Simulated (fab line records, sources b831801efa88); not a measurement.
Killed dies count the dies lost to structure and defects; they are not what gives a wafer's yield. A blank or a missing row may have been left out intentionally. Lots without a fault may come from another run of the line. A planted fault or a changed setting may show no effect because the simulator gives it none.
The same fault as seen by 2 desks || flow gf180mcu || each desk holds nothing but its own numbers, with what lay behind them at the end

== FOR THE TOOL OWNER'S DESK: implanter-02 ==
The tool's own readings at GF_HV_LDD_IMPLANT_35, given as means over the sampled wafers that have a number, one for each lot that went through this tool. A lot is out of limits, marked OUT, if its mean lies more than 4 standard deviations from the usual mean; the brackets give that distance.
Columns: A = beam on s at GF_HV_LDD_IMPLANT_35, usual 9.99 s; B = dose ions cm2 at GF_HV_LDD_IMPLANT_35, usual 7.5e+12; C = faraday current uA at GF_HV_LDD_IMPLANT_35, usual 42.3
{"lot": "L617", "first seen here": "day 11 15:38", "A": 10.08, "B": 7.5e+12, "C": 41.9}
{"lot": "L616", "first seen here": "day 11 17:30", "A": 10.00, "B": 7.5e+12, "C": 42.3}
{"lot": "L618", "first seen here": "day 12 00:15", "A": 10.10, "B": 7.5e+12, "C": 42.0}
{"lot": "L624", "first seen here": "day 14 06:10", "A": "7.89 (-11) OUT", "B": 7.5e+12, "C": "53.7 (+14) OUT"}
{"lot": "L625", "first seen here": "day 14 22:28", "A": "8.03 (-9.8) OUT", "B": 7.5e+12, "C": "52.6 (+13) OUT"}
{"lot": "L636", "first seen here": "day 18 09:01", "A": 10.12, "B": 7.5e+12, "C": 41.8}
{"lot": "L638", "first seen here": "day 18 20:15", "A": 9.93, "B": 7.5e+12, "C": 42.5}
This desk's finding: out of limits on L624, L625; first on L624, day 14 06:10 (beam on s at GF_HV_LDD_IMPLANT_35). L617, L616, L618, L636, L638: within limits.

== THE METROLOGY DESK ==
What the gauges read for every lot (on any tool): the sampled wafers with a number, averaged. A lot is out of limits, marked OUT, if its mean lies more than 4 standard deviations from the usual mean; the brackets give that distance.
Columns: A = DUAL_GATE_OXIDATION_00_THK at GF_DUAL_GATE_THK_MEAS_03, usual 10.90 nm; B = POLY_GATE_OVL at GF_POLY_GATE_OVL_MEAS_11, usual 2 nm; C = HV_LDD_02_OVL at GF_HV_LDD_OVL_MEAS_32, usual -0.9 nm; D = HV_LDD_RS at GF_HV_LDD_RS_MEAS_53, usual 418.8 ohm/sq
{"lot": "L617", "first seen here": "day 7 20:16", "A": 10.87, "B": 2, "C": -1.1, "D": 419.0}
{"lot": "L616", "first seen here": "day 7 20:16", "A": 11.01, "B": 2, "C": -1.2, "D": 417.6}
{"lot": "L618", "first seen here": "day 8 02:22", "A": 10.57, "B": 3, "C": -0.8, "D": 419.8}
{"lot": "L619", "first seen here": "day 8 07:35", "A": 11.16, "B": -3, "C": -1.2, "D": 417.8}
{"lot": "L620", "first seen here": "day 8 12:52", "A": 11.05, "B": -2, "C": 0.3, "D": 417.8}
{"lot": "L624", "first seen here": "day 9 18:48", "A": 11.24, "B": 4, "C": -2.2, "D": 421.2}
{"lot": "L625", "first seen here": "day 10 15:19", "A": 11.08, "B": -1, "C": -1.4, "D": "424.5 (+4.7) OUT"}
{"lot": "L627", "first seen here": "day 10 21:48", "A": 11.04, "B": -5, "C": 0.8, "D": 419.9}
{"lot": "L631", "first seen here": "day 11 18:49", "A": 10.83, "B": 0, "C": -0.2, "D": 419.2}
{"lot": "L633", "first seen here": "day 12 05:50", "A": 10.94, "B": 4, "C": -1.9, "D": 419.2}
{"lot": "L635", "first seen here": "day 13 04:58", "A": 10.78, "B": 6, "C": -0.6, "D": 418.2}
{"lot": "L636", "first seen here": "day 13 13:18", "A": 10.95, "B": -3, "C": -1.3, "D": 420.6}
{"lot": "L638", "first seen here": "day 13 22:07", "A": 10.81, "B": 7, "C": -1.5, "D": 419.4}
{"lot": "L639", "first seen here": "day 14 16:11", "A": 10.93, "B": 2, "C": -2.7, "D": 418.3}
This desk reports L625 out of limits; the earliest was L625 at day 15 21:03 (HV_LDD_RS at GF_HV_LDD_RS_MEAS_53). L617, L616, L618, L619, L620, L624, L627, L631, L633, L635, L636, L638, L639: within limits.

== PUT TOGETHER ==
The tool owner's desk had the chance to raise an alarm at day 14 06:10 on L624, L625.
At day 15 21:03 the metrology desk could have sounded an alarm, on L625.
The metrology desk has L624 on record, within its limits.
GF_HV_LDD_IMPLANT_35 was run on implanter-02 by each of the lots named.

== WHAT THE SIMULATOR PUT IN ==
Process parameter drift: implanter-02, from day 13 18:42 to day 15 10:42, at GF_HV_LDD_IMPLANT_35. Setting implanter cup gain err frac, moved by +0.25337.
Shown lots that were struck: L624, L625.
Hours from the fault's start to each desk's first reading out of limits: the tool owner's desk, 11; the metrology desk, 50.
